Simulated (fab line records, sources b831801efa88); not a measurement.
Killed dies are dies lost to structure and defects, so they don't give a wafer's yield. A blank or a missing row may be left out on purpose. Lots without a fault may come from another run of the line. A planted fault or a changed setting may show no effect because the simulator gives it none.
Which tool did it? | flow sky130 | 6 lots, 18 wafers sampled, at 3 steps of a route of 708

WHAT THE GAUGES READ, wafer by wafer
SKY_CONTACT_THK_MEAS_03.
lot  | measured     | on            | CONTACT_HDPCVD_THK (nm)
L274 | day 30 20:52 | film_metro-04 | 565 572 558
L277 | day 32 00:34 | film_metro-04 | 567 563 563
L284 | day 34 12:08 | film_metro-04 | 569 569 561
L289 | day 36 12:51 | film_metro-01 | 571 570 568
L292 | day 36 17:26 | film_metro-03 | 569 568 568
L294 | day 37 11:02 | film_metro-03 | 563 562 562

WHICH TOOL RAN EACH LOT (tool, then ch and the chambers of the sampled wafers, then the start)
lot  | SKY_RES_XHIGH_EXPOSE_04             | SKY_LOCAL_INTERCONNECT_ETCH_13
L274 | iline_stepper-01 ch 0, day 26 13:58 | rie_metal-03 ch 0, day 30 19:52
L277 | iline_stepper-01 ch 0, day 27 20:25 | rie_metal-04 ch 0,1, day 31 23:41
L284 | iline_stepper-02 ch 0, day 30 09:43 | rie_metal-04 ch 0, day 34 11:09
L289 | iline_stepper-02 ch 0, day 32 11:48 | rie_metal-01 ch 0,1, day 36 11:57
L292 | iline_stepper-01 ch 0, day 32 17:01 | rie_metal-04 ch 0,1, day 36 16:30
L294 | iline_stepper-01 ch 0, day 33 11:49 | rie_metal-01 ch 0, day 37 10:04
- SKY_RES_XHIGH_EXPOSE_04: exposes mask URPM, target cd 1270 nm.
- SKY_LOCAL_INTERCONNECT_ETCH_13: etches BARC in N2/H2, stops on SiO2, time 45.9 s, target depth 60 nm.

THE ANSWER, worked out from the rows above alone
Rule: what is usual is taken from the lots themselves. Put in order of their means at a reading, lots are off if they are a third of the lots or fewer, leave a main group of 4 or more, and stand apart from it by a gap of 3 or more times the standard deviation of the main group's means; of several such gaps the widest counts. A main group whose means are all the same, to the digits that the tables above print for the reading, isn't used. A lot without any number at a reading at which 4 lots or more have one is off too. The other lots that the step has rows for count as sound.
No lot is off at any reading shown: from this, nothing can be told.

WHAT THE SIMULATOR HAD PUT IN
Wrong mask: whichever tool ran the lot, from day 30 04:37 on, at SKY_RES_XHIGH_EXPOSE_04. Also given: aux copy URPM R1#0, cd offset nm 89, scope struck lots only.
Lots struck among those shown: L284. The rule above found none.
